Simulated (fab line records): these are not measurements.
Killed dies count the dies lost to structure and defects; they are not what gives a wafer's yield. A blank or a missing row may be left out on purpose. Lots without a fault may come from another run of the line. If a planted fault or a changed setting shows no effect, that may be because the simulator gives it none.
Which tool was responsible? ; flow sky130 ; 13 lots, 39 wafers sampled, at 5 steps of a route of 708

WHAT EACH GAUGE READ, for each wafer
Not one reading of a measure or inspect step in the record can be checked against a usual standard deviation.

WHAT TOOL EACH LOT RAN ON (gives the tool, then ch and the chambers of the sampled wafers, and finally the start)
lot;SKY_NWELL_STRIP_14;SKY_METAL4_ETCH_17;SKY_VIA4_CMP_02;SKY_METAL5_SPUTTER_04;SKY_PAD_OPEN_PROBE_99
L228;plasma-asher-02 ch 0,1, day 4 11:22;rie-diel-03 ch 0,1,2, day 41 18:30;cmp-02 ch 1,2,3, day 41 19:41;pvd-sputter-03, day 42 21:26;prober-01, day 45 18:50
L229;plasma-asher-01 ch 0,1, day 4 17:10;rie-diel-04 ch 0,1,3, day 42 02:57;cmp-02 ch 1,2,3, day 42 04:08;pvd-sputter-04, day 43 05:11;-
L230;plasma-asher-01 ch 0,1, day 5 00:41;rie-diel-02 ch 0,2,3, day 42 09:22;cmp-02 ch 0,3, day 42 10:27;pvd-sputter-04, day 43 11:14;prober-01, day 46 08:05
L231;plasma-asher-01 ch 0,1, day 5 07:19;rie-diel-02 ch 0,1,2, day 42 17:06;cmp-02 ch 0,3, day 42 18:11;pvd-sputter-04, day 43 18:43;-
L232;plasma-asher-02 ch 0,1, day 5 14:13;rie-diel-04 ch 0,3, day 42 23:07;cmp-01 ch 0,1, day 43 00:12;pvd-sputter-03, day 44 00:32;-
L233;plasma-asher-04 ch 0,1, day 5 15:52;rie-diel-04 ch 0,2,3, day 43 03:06;cmp-02 ch 0,1,2, day 43 04:08;pvd-sputter-03, day 44 03:51;prober-02, day 46 21:47
L234;plasma-asher-02 ch 0,1, day 5 19:38;rie-diel-02 ch 1,2, day 43 06:24;cmp-02 ch 1,2,3, day 43 07:35;pvd-sputter-03, day 44 07:00;prober-01, day 47 01:30
L238;plasma-asher-01 ch 0,1, day 6 23:43;rie-diel-02 ch 0,1,3, day 44 16:44;cmp-02 ch 1,2,3, day 44 18:10;pvd-sputter-01, day 45 16:47;prober-01, day 48 08:50
L241;plasma-asher-01 ch 0,1, day 7 17:01;rie-diel-02 ch 0,1,3, day 45 12:10;cmp-01 ch 0,1,3, day 45 13:17;pvd-sputter-04, day 46 12:18;prober-02, day 49 00:44
L244;plasma-asher-02 ch 0,1, day 8 09:57;rie-diel-03 ch 0,1,3, day 46 04:27;cmp-01 ch 0,2,3, day 46 05:29;pvd-sputter-01, day 47 04:11;-
L246;plasma-asher-04 ch 0,1, day 9 01:13;rie-diel-02 ch 1,2, day 46 17:07;cmp-01 ch 1,2, day 46 18:35;pvd-sputter-01, day 47 16:15;-
L250;plasma-asher-04 ch 0,1, day 9 20:19;rie-diel-02 ch 0,2,3, day 47 15:18;cmp-01 ch 0,1,3, day 47 16:32;pvd-sputter-01, day 48 13:24;-
L251;plasma-asher-02 ch 0,1, day 10 03:43;rie-diel-04 ch 1,3, day 47 17:42;cmp-02 ch 1,2,3, day 47 18:54;pvd-sputter-01, day 48 15:20;-
- SKY_NWELL_STRIP_14: strips in O2/N2.
- SKY_METAL4_ETCH_17: etches SiO2 in C4F8/O2/Ar, stops on TiN, time 3.9 s, target depth 15 nm.
- SKY_VIA4_CMP_02: polishes SiO2.
- SKY_METAL5_SPUTTER_04: material TiN, target thk 70 nm, time 58.3 s.
- SKY_PAD_OPEN_PROBE_99

WHAT THE TOOLS THEMSELVES READ (means of the sampled wafers that have a number; where no wafer has one, the mark that the record gives instead)
SKY_NWELL_STRIP_14. Usual: drypump-motor-current-A 6.0 A, standard deviation 0.4; oes-product-au 0.722 a.u., standard deviation 0.0043; strip-time-to-endpoint-s 36.93 s, standard deviation 0.096.
lot;tool;drypump-motor-current-A (A);oes-product-au (a.u.);strip-time-to-endpoint-s (s);flag
L228;plasma-asher-02;5.7;0.722;36.87;
L229;plasma-asher-01;6.3;0.723;36.82;
L230;plasma-asher-01;6.3;0.724;36.92;
L231;plasma-asher-01;6.4;0.722;37.02;
L232;plasma-asher-02;5.7;0.723;36.94;
L233;plasma-asher-04;5.5;0.726;36.79;
L234;plasma-asher-02;5.9;0.725;36.87;
L238;plasma-asher-01;6.3;0.718;36.86;
L241;plasma-asher-01;6.4;0.722;37.06;
L244;plasma-asher-02;5.9;0.721;36.88;
L246;plasma-asher-04;5.7;0.722;37.03;
L250;plasma-asher-04;5.5;0.726;36.89;
L251;plasma-asher-02;5.7;0.727;36.88;

SKY_METAL4_ETCH_17. Usual: oes-product-au 0.753 a.u., standard deviation 0.0074.
lot;tool;oes-product-au (a.u.);flag
L228;rie-diel-03;0.756;
L229;rie-diel-04;0.753;
L230;rie-diel-02;0.768;
L231;rie-diel-02;0.751;
L232;rie-diel-04;0.745;
L233;rie-diel-04;0.756;
L234;rie-diel-02;0.749;
L238;rie-diel-02;0.756;
L241;rie-diel-02;0.748;
L244;rie-diel-03;0.751;
L246;rie-diel-02;0.745;
L250;rie-diel-02;0.751;
L251;rie-diel-04;0.753;

SKY_VIA4_CMP_02. Usual: edge-zone-pressure-frac 1.000, standard deviation 0.0053; motor-current-A 11.9 A, standard deviation 1.7.
lot;tool;edge-zone-pressure-frac;motor-current-A (A);flag
L228;cmp-02;1.001;12.7;
L229;cmp-02;1.000;12.5;
L230;cmp-02;1.001;10.0;
L231;cmp-02;1.000;10.4;
L232;cmp-01;1.003;11.4;
L233;cmp-02;0.999;12.2;
L234;cmp-02;1.004;12.4;
L238;cmp-02;1.000;12.3;
L241;cmp-01;0.995;11.1;
L244;cmp-01;0.999;11.7;
L246;cmp-01;1.000;13.7;
L250;cmp-01;1.003;11.4;
L251;cmp-02;1.003;12.5;

SKY_METAL5_SPUTTER_04. Usual: chamber-pressure-pa 0.4001 Pa, standard deviation 0.00087; throttle-valve-pct 29.8 %, standard deviation 0.82.
lot;tool;chamber-pressure-pa (Pa);throttle-valve-pct (%);flag
L228;pvd-sputter-03;0.4007;30.2;
L229;pvd-sputter-04;0.3995;30.0;
L230;pvd-sputter-04;0.3998;29.7;
L231;pvd-sputter-04;0.3995;29.6;
L232;pvd-sputter-03;0.4003;29.2;
L233;pvd-sputter-03;0.3996;30.1;
L234;pvd-sputter-03;0.4003;30.5;
L238;pvd-sputter-01;0.3999;29.8;
L241;pvd-sputter-04;0.3995;29.4;
L244;pvd-sputter-01;0.4009;29.5;
L246;pvd-sputter-01;0.3999;29.6;
L250;pvd-sputter-01;0.4002;29.7;
L251;pvd-sputter-01;0.4005;29.7;

SKY_PAD_OPEN_PROBE_99. Usual: killed_at_M0_to_M3 42, standard deviation 6.6; killed_at_M4_up 3.1, standard deviation 1.9; killed-at-contacts 25, standard deviation 5.7; killed-at-front-end 16, standard deviation 5; killed-at-other 0.2, standard deviation 0.38; killed-dies 86, standard deviation 9.6; killed-on-rim 16, standard deviation 4; killed-open 47, standard deviation 7.2; killed-short 39, standard deviation 6.2.
lot;tool;killed_at_M0_to_M3;killed_at_M4_up;killed-at-contacts;killed-at-front-end;killed-at-other;killed-dies;killed-on-rim;killed-open;killed-short;flag
L228;prober-01;39;1.7;19;21;0.0;81;16;42;40;
L230;prober-01;43;5.0;19;14;0.7;82;17;41;41;
L233;prober-02;43;2.7;32;16;0.3;94;19;51;43;
L234;prober-01;41;4.0;23;13;0.0;82;14;41;41;
L238;prober-01;43;3.0;26;45;0.0;117;21;47;38;OFF
L241;prober-02;40;4.0;29;33;0.0;105;18;45;43;OFF

THE ANSWER, worked out from the rows above alone
Rule: a lot is off if the mean of its wafers that have a number lies more than 3 standard deviations from the usual mean. A lot without any number at a reading at which 4 lots or more have one is off too. The other lots that the step has rows for count as sound. First the gauges in route order, then the tools' own readings, where a lot's mean is used as printed above. At the first step where some lot is off, the reading lying furthest off is the one used; lots without a number count as furthest.
Off: L238, L241 (SKY_PAD_OPEN_PROBE_99, killed-at-front-end). Neither off nor sound, because the step has no rows for them: L229, L231, L232, L244, L246, L250, L251.
A tool fits if, at that step or a process step before it, it ran every lot that is off, and no sound lot after the first of them. Undecided on this evidence; 2 tools fit (plasma-asher-01 at SKY_NWELL_STRIP_14, rie-diel-02 at SKY_METAL4_ETCH_17).

WHAT THE SIMULATOR PUT IN
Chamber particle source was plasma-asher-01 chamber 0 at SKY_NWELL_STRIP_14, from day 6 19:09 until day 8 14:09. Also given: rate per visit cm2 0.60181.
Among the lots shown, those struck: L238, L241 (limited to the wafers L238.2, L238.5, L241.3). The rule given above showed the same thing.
